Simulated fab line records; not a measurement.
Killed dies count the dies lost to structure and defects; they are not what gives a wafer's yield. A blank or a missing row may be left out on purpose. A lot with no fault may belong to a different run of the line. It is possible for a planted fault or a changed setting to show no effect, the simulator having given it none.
A single fault, viewed from 2 desks | flow gf180mcu | each desk has only its own numbers; what lay behind them comes last

## AT THE METROLOGY DESK
Means of the sampled wafers that have a number, per lot and without regard to the tool the lot ran on: this is what the gauges read. The brackets show how far a lot's mean lies from the usual mean; more than 4 standard deviations puts the lot out of limits, marked OUT.
Columns: A = CONTACT_W_RS at GF_CONTACT_RS_MEAS_25, usual 0.385 ohm/sq; B = CONTACT_W_THK at GF_CONTACT_THK_MEAS_26, usual 296 nm
lot  | first seen here | A                | B
L258 | day 16 09:15    | 0.384            | 294
L259 | day 16 21:45    | 0.383            | 295
L260 | day 17 01:13    | 0.382            | 295
L265 | day 19 05:13    | 0.385            | 296
L268 | day 20 04:31    | 0.386            | 294
L271 | day 21 04:12    | 0.388            | 292
L274 | day 22 09:01    | 0.357 (-6.2) OUT | 321 (+4.9) OUT
L275 | day 22 12:15    | 0.357 (-6.1) OUT | 320 (+4.6) OUT
L277 | day 23 04:21    | 0.318 (-14) OUT  | 359 (+12) OUT
L279 | day 23 19:14    | 0.381            | 302
L280 | day 24 19:22    | 0.382            | 303
This desk reports L274, L275, L277 out of limits; the earliest was L274 at day 22 09:01 (CONTACT_W_RS at GF_CONTACT_RS_MEAS_25). L258, L259, L260, L265, L268, L271, L279, L280 stayed within limits.

## DESK OF THE TOOL OWNER: cvd-w-02
The tool's own readings at GF_CONTACT_CVD_24 (deposits W, target thk 300 nm, time 90.339 s): means of the sampled wafers that have a number, for each lot that ran on this tool. The brackets show how far a lot's mean lies from the usual mean; more than 4 standard deviations puts the lot out of limits, marked OUT.
Columns: A = heater-power-w at GF_CONTACT_CVD_24, usual 843 W; B = susceptor-temp-C at GF_CONTACT_CVD_24, usual 400.01 C
lot  | first seen here | A   | B
L259 | day 16 21:39    | 835 | 400.03
L265 | day 19 05:07    | 828 | 399.98
L268 | day 20 04:25    | 844 | 399.87
L271 | day 21 04:06    | 845 | 399.95
L274 | day 22 08:55    | 843 | 399.82
L275 | day 22 12:09    | 837 | 399.96
L277 | day 23 04:15    | 841 | 399.95
This desk's verdict: no lot among the 7 shows anything out of limits.

## BROUGHT TOGETHER
L274, L275, L277 would have let the metrology desk raise an alarm at day 22 09:01.
Nothing out of limits was seen by the tool owner's desk.
The tool owner's desk has L274, L275, L277 on record, within its limits.
The lots listed all ran GF_CONTACT_CVD_24 on cvd-w-02.

## WHAT WAS PUT IN BY THE SIMULATOR
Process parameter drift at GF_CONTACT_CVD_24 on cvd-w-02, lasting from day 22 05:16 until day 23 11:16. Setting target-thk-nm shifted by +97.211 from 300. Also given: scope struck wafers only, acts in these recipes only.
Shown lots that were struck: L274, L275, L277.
Time in hours between the start of the fault and the first out-of-limits reading at each desk: metrology desk, 4.
